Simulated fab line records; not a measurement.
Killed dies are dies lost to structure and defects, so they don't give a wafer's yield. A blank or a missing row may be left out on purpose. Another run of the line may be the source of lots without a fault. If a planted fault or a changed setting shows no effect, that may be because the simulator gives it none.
Chamber matching	flow sky130	SKY_VIA2_ETCH_15 on rieDiel-03 has 4 sister chambers
The step etches SiO2 in C4F8/O2/Ar, stops on TiN, target depth 546 nm, time 84 s. 4 wafers are shown with their chamber, then 10 later ones without.

## WAFERS, EACH WITH ITS CHAMBER
wafer	chamber	oesProductAu (a.u.)
L074.1	3	0.941
L081.5	0	0.941
L087.1	1	0.942
L087.3	2	0.939

## WAFERS MISSING THEIR CHAMBER
wafer	oesProductAu (a.u.)
L087.4	0.942
L091.2	0.943
L091.5	0.943
L091.6	0.944
L095.2	0.940
L095.3	0.938
L095.6	0.943
L096.2	0.941
L096.4	0.942
L096.6	0.933

## WHICH CHAMBER EACH WENT THROUGH
wafer	from the rows above	in truth
L087.4	can't be placed: 1 or 0 or 3 or 2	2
L091.2	can't be placed: 1 or 0 or 3 or 2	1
L091.5	can't be placed: 1 or 0 or 3 or 2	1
L091.6	can't be placed: 1 or 0 or 3 or 2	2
L095.2	can't be placed: 0 or 2 or 3 or 1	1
L095.3	can't be placed: 2 or 0 or 3 or 1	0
L095.6	can't be placed: 1 or 0 or 3 or 2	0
L096.2	can't be placed: 0 or 3 or 1 or 2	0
L096.4	can't be placed: 1 or 0 or 3 or 2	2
L096.6	can't be placed: 2 or 0 or 3 or 1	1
0 of 10 placed correctly. Not placeable from these rows: 10 (in 10, the candidates include the true chamber). Number placed wrongly: 0.
How it was worked out, from the rows above alone: a wafer's distance from a chamber is the root of the sum, over the readings, of the square of ((its reading less the chamber's mean) divided by the reading's scatter). The wafer belongs to the nearest chamber; if the next one is less than 2 further off, it can't be placed. A chamber's mean is the mean of its shown wafers. The scatter: with one shown wafer a chamber, the root of the mean of the squares of how far each hidden wafer lies from its nearest shown one.
